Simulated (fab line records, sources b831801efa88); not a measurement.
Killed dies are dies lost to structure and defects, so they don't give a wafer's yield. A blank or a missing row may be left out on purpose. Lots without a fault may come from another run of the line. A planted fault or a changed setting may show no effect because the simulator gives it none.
Which tool did it? | flow gf180mcu | 13 lots, 38 wafers sampled, at 2 steps of a route of 602

WHAT THE GAUGES READ, wafer by wafer
GF_VT_IMPLANT_OVL_MEAS_29.
lot  | measured     | on         | VT_IMPLANT_02_OVL (nm)
L545 | day 7 14:09  | overlay-02 | 0.2 -0.7 0.6
L544 | day 7 15:42  | overlay-01 | -1.8 -1.6 -0.9
L546 | day 7 17:56  | overlay-01 | -1.0 0.6 -0.4
L547 | day 8 04:09  | overlay-01 | 0.6 0.5 0.6
L548 | day 8 21:22  | overlay-02 | 0.1 2.0 1.8
L550 | day 9 02:37  | overlay-02 | 2.0 4.9
L557 | day 10 20:21 | overlay-01 | 1.8 2.9 1.1
L559 | day 11 11:39 | overlay-01 | -0.8 -1.3 1.1
L560 | day 11 17:15 | overlay-01 | 0.3 2.4 1.9
L561 | day 11 20:13 | overlay-02 | 2.4 -0.1 0.1
L563 | day 12 14:07 | overlay-01 | -1.6 1.6 2.0
L564 | day 12 18:06 | overlay-02 | 0.5 0.9 0.6
L565 | day 13 06:56 | overlay-01 | 1.5 1.8 2.3

WHICH TOOL RAN EACH LOT (tool, then ch and the chambers of the sampled wafers, then the start)
lot  | GF_NWELL_STRIP_10
L545 | plasma_asher-04 ch 0,1, day 3 23:53
L544 | plasma_asher-02 ch 0,1, day 4 00:02
L546 | plasma_asher-03 ch 0,1, day 4 04:07
L547 | plasma_asher-04 ch 0,1, day 4 08:58
L548 | plasma_asher-03 ch 0,1, day 5 01:28
L550 | plasma_asher-03 ch 0,1, day 5 05:35
L557 | plasma_asher-02 ch 0,1, day 6 15:44
L559 | plasma_asher-03 ch 0,1, day 7 04:10
L560 | plasma_asher-02 ch 0, day 7 08:55
L561 | plasma_asher-02 ch 0,1, day 7 13:26
L563 | plasma_asher-03 ch 0,1, day 8 02:05
L564 | plasma_asher-02 ch 0,1, day 8 06:30
L565 | plasma_asher-04 ch 0,1, day 8 16:19
- GF_NWELL_STRIP_10: strips in O2/N2.

WHAT THE TOOLS THEMSELVES READ (means of the sampled wafers that have a number; where no wafer has one, the mark that the record gives instead)
GF_NWELL_STRIP_10.
lot  | tool            | drypump_motor_current_A (A) | heater_power_w (W) | oes_product_au (a.u.) | strip_time_to_endpoint_s (s)
L545 | plasma_asher-04 | 5.3                         | 350                | 0.720                 | 37.04
L544 | plasma_asher-02 | 5.1                         | 298                | 0.725                 | 36.83
L546 | plasma_asher-03 | 6.1                         | 348                | 0.721                 | 37.00
L547 | plasma_asher-04 | 5.1                         | 366                | 0.724                 | 36.97
L548 | plasma_asher-03 | 6.1                         | 324                | 0.720                 | 37.10
L550 | plasma_asher-03 | 6.1                         | 336                | 0.720                 | 37.02
L557 | plasma_asher-02 | 5.4                         | 280                | 0.726                 | 36.93
L559 | plasma_asher-03 | 6.1                         | 347                | 0.721                 | 37.00
L560 | plasma_asher-02 | 4.8                         | 315                | 0.721                 | 36.97
L561 | plasma_asher-02 | 5.4                         | 281                | 0.725                 | 36.87
L563 | plasma_asher-03 | 6.1                         | 321                | 0.724                 | 37.08
L564 | plasma_asher-02 | 5.4                         | 272                | 0.722                 | 36.91
L565 | plasma_asher-04 | 5.1                         | 364                | 0.725                 | 36.97

THE ANSWER, worked out from the rows above alone
Rule: what is usual is taken from the lots themselves. Put in order of their means at a reading, lots are off if they are a third of the lots or fewer, leave a main group of 4 or more, and stand apart from it by a gap of 3 or more times the standard deviation of the main group's means; of several such gaps the widest counts. A main group whose means are all the same, to the digits that the tables above print for the reading, isn't used. A lot without any number at a reading at which 4 lots or more have one is off too. The other lots that the step has rows for count as sound. The gauges are gone through in route order, then the tools' own readings, and for those a lot's mean is taken as printed above. The first step at which some lot is off is used, and at that step the reading that is off furthest; a lot without a number counts as furthest.
No lot is off at any reading shown: from this, nothing can be told.

WHAT THE SIMULATOR HAD PUT IN
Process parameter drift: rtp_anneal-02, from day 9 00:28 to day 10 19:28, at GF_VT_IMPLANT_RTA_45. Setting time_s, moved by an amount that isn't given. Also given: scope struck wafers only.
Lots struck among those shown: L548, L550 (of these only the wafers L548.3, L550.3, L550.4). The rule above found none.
